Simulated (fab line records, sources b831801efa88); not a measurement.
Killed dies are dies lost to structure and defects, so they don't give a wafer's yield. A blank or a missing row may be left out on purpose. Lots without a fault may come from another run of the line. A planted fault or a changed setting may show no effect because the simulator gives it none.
Chamber matching | flow sky130 | SKY_VIA2_ETCH_14 on rie_diel-02: 4 sister chambers
The step etches BARC in N2/H2, stops on SiO2, time 45.9 s, target depth 60 nm. 8 wafers are shown with their chamber, then 8 later ones without.

WAFERS WITH THEIR CHAMBER
wafer  | chamber | drypump_motor_current_A (A) | oes_product_au (a.u.)
L082.4 | 1       | 6.1                         | 0.849
L082.6 | 2       | 6.1                         | 0.850
L083.3 | 2       | 6.2                         | 0.863
L083.5 | 1       | 6.1                         | 0.855
L083.6 | 0       | 6.0                         | 0.853
L085.5 | 0       | 6.0                         | 0.858
L085.6 | 3       | 6.0                         | 0.849
L087.2 | 3       | 6.0                         | 0.859

WAFERS WITHOUT THEIR CHAMBER
wafer  | drypump_motor_current_A (A) | oes_product_au (a.u.)
L087.3 | 6.1                         | 0.850
L087.6 | 6.1                         | 0.851
L095.1 | 6.0                         | 0.860
L095.4 | 6.1                         | 0.853
L095.6 | 6.1                         | 0.853
L097.2 | 6.0                         | 0.864
L097.5 | 6.1                         | 0.863
L097.6 | 6.0                         | 0.851

WHICH CHAMBER EACH WENT THROUGH
wafer  | from the rows above               | in truth
L087.3 | can't be placed: 1 or 2           | 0
L087.6 | can't be placed: 1 or 2           | 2
L095.1 | can't be placed: 0 or 3           | 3
L095.4 | can't be placed: 1 or 2           | 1
L095.6 | can't be placed: 1 or 2           | 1
L097.2 | can't be placed: 0 or 3           | 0
L097.5 | can't be placed: 1 or 2 or 0 or 3 | 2
L097.6 | can't be placed: 3 or 0           | 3
Placed correctly: 0 of 8. Can't be placed from these rows: 8 (the true chamber is among the candidates in 7). Placed wrongly: 0.
How it was worked out, from the rows above alone: a wafer's distance from a chamber is the root of the sum, over the readings, of the square of ((its reading less the chamber's mean) divided by the reading's scatter). The wafer belongs to the nearest chamber; if the next one is less than 2 further off, it can't be placed. A chamber's mean is the mean of its shown wafers. The scatter: the root of (the sum of the squares of (reading less its chamber's mean) over the shown wafers, divided by (wafers less chambers)).
